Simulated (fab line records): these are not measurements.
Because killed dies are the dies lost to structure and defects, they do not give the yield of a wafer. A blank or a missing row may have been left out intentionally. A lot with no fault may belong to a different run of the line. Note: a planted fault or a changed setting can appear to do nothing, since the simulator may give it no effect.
Lot-split experiment	flow sfq line	on a route of 325 steps: 5 lots, 23 wafers read

## ABOUT THE SPLIT
At SFQ_TRILAYER_M2_LITHO_EXPOSE_058 (exposes mask M2, target cd 500 nm), the setting dose mj was moved away from the recipe's 14.4 on 11 of the 23 wafers read, by -6.0% to +5.6%. This setting was run at the recipe's value on the other wafers.

## FROM THE SPLIT TO THE READING: what the file shows between them, 2 steps
- SFQ_TRILAYER_M2_LITHO_PEB_060: peb time 60 s
- SFQ_TRILAYER_M2_LITHO_DEVELOP_059: time 60 s

## THE READING
M2.cd nm (the simulator's own value, which no gauge read), in nm, at SFQ_TRILAYER_M2_BARC_OPEN_METAL_ETCH_077 (etches BARC in O2, target depth 125 nm, time 41.7 s). No usual value for it is given in the file. Average 499.7 nm, standard deviation 0.94 nm, over the 12 wafers here run with the recipe.

wafer	tool, chamber at the split	dose mj as run	against the recipe	M2.cd nm, nm	against lot-mates on the recipe
L075.1	krf scanner-01, 0	14.4	recipe	501.5	-
L075.3	krf scanner-01, 0	15.21	+5.6%	490.4	-9.5
L075.4	krf scanner-01, 0	15.21	+5.6%	490.7	-9.2
L075.5	krf scanner-01, 0	14.4	recipe	498.2	-
L075.6	krf scanner-01, 0	15.21	+5.6%	491.3	-8.6
L077.1	krf scanner-01, 0	14.4	recipe	498.4	-
L077.4	krf scanner-01, 0	14.4	recipe	499.8	-
L077.6	krf scanner-01, 0	14.4	recipe	500.5	-
L080.1	krf scanner-01, 0	14.4	recipe	500.1	-
L080.2	krf scanner-01, 0	14.82	+2.9%	493.5	-6.3
L080.4	krf scanner-01, 0	14.82	+2.9%	494.1	-5.7
L080.5	krf scanner-01, 0	14.82	+2.9%	494.3	-5.5
L080.6	krf scanner-01, 0	14.4	recipe	499.5	-
L081.2	krf scanner-01, 0	15.13	+5.1%	491.9	-8.2
L081.3	krf scanner-01, 0	14.4	recipe	499.8	-
L081.4	krf scanner-01, 0	14.4	recipe	500.4	-
L081.5	krf scanner-01, 0	15.13	+5.1%	492	-8.1
L081.6	krf scanner-01, 0	15.13	+5.1%	492.7	-7.4
L083.1	krf scanner-01, 0	13.54	-6.0%	508.8	+9.3
L083.2	krf scanner-01, 0	14.4	recipe	500.4	-
L083.3	krf scanner-01, 0	14.4	recipe	499.5	-
L083.4	krf scanner-01, 0	13.54	-6.0%	509.1	+9.6
L083.6	krf scanner-01, 0	14.4	recipe	498.5	-

FIT RESULTS
A straight line over all 23 wafers: M2.cd nm changes by -1.57 nm for each +1% of dose mj; r = -0.99; the points scatter about the line by 0.88 nm.
The same after taking each lot's own level away (the mean of its wafers on the recipe; 23 wafers): -1.61 nm for each +1%; r = -0.99; scatter 0.84 nm.
The reading moves by 9.6 nm for the largest change in dose mj, on that fit.
Measured against the standard deviation above, the lots' own levels, which go from 499.47 to 500.10 nm, span 0.7 times it.
Hence the lot-to-lot level has little effect on the slope; both slopes agree.
Check: for one of the wafers moved furthest among these (-6.0%), held out of the fit, the line's prediction against its lot-mates is +9.58 nm. Against them it came out at +9.33 nm.

## ADDITIONAL SPLITS CARRIED BY THESE WAFERS
Before the reading, these wafers also passed through other splits. Each is held against what the fit with the lots' levels taken away leaves over:
other split on the same wafers	wafers away from the commonest value	r with M2.cd nm (lot level and that fit taken away)
SFQ_TRILAYER_M1_BARC_OPEN_METAL_ETCH_054 time s	10	-0.26
SFQ_TRILAYER_I1_CMP_CMP_046 leave above ref nm	6	+0.08
SFQ_TRILAYER_I1_VIA_LITHO_COAT_054 resist thk nm	7	+0.24
SFQ_TRILAYER_M2_LITHO_COAT_057 spin rpm	10	-0.21

## FILE'S OWN FIT
M2.cd nm changes by -1.62 nm for each +1% of dose mj, r = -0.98.
